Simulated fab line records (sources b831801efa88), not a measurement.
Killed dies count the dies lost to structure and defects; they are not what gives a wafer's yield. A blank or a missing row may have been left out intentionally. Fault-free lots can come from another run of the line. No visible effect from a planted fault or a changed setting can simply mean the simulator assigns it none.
Which tool was responsible? ; flow sfqLine ; Sampling: 7 lots, 21 wafers, 3 of 325 route steps

== WHAT THE GAUGES SHOWED, per wafer ==
SFQ_M6_RS_MEAS_938: the measuring method here is four-point-probe.
lot;measured;on;M6_NB_RS (ohm/sq)
L324;day 69 15:12;filmMetro-02;0.884 0.890 0.896
L326;day 72 15:22;filmMetro-04;0.892 0.884 0.877
L329;day 73 13:13;filmMetro-01;0.438 0.437 0.439
L332;day 75 10:59;filmMetro-02;0.441 0.437 0.438
L335;day 76 07:16;filmMetro-04;0.905 0.892 0.904
L338;day 77 04:04;filmMetro-04;0.887 0.893 0.890
L341;day 77 15:47;filmMetro-01;0.889 0.879 0.879

== TOOL THAT RAN EACH LOT (tool first, then ch and the chambers of the sampled wafers, then the start) ==
lot;SFQ_TRILAYER_R5_BARC_OPEN_METAL_ETCH_177;SFQ_TRILAYER_M6_DEP_SPUTTER_157
L324;rieMetal-04 ch 0,1, day 60 18:44;pvdSputter-04, day 69 15:05
L326;rieMetal-03 ch 0,1, day 60 21:08;pvdSputter-03, day 72 15:15
L329;rieMetal-03 ch 0,1, day 62 12:52;pvdSputter-04, day 73 12:51
L332;rieMetal-02 ch 0,1, day 64 22:21;pvdSputter-05, day 75 10:35
L335;rieMetal-02 ch 0,1, day 65 18:44;pvdSputter-04, day 76 07:09
L338;rieMetal-03 ch 0,1, day 66 11:32;pvdSputter-04, day 77 03:59
L341;rieMetal-03 ch 0,1, day 67 00:51;pvdSputter-05, day 77 15:41
- SFQ_TRILAYER_R5_BARC_OPEN_METAL_ETCH_177: etches BARC in O2, target depth 125 nm, time 41.7 s.
- SFQ_TRILAYER_M6_DEP_SPUTTER_157: material Nb, target thk 200 nm, time 133.3 s.

== THE ANSWER, worked out from the rows above alone ==
Rule: the usual values come from the lots themselves. Put in order of their means at a reading, lots are off if they are a third of the lots or fewer, leave a main group of 4 or more, and stand apart from it by a gap of 3 or more times the standard deviation of the main group's means; of several such gaps the widest counts. The tables above print the reading to a certain number of digits; a main group whose means all agree to those digits is not used. Also off: a lot with no number at a reading for which 4 or more lots have one. Any other lot the step has rows for is counted as sound.
Off: L329, L332, at SFQ_M6_RS_MEAS_938 (M6_NB_RS). The main group has a mean of 0.889 ohm/sq with a standard deviation of 0.0063.
If a tool, at a process step before that reading, ran all the lots that are off and no sound lot after the first of them, it fits. Gauges at SFQ_M6_RS_MEAS_938: tried the same way as those tools. Not one of the candidates tried fits.

== WHAT THE SIMULATOR PUT IN ==
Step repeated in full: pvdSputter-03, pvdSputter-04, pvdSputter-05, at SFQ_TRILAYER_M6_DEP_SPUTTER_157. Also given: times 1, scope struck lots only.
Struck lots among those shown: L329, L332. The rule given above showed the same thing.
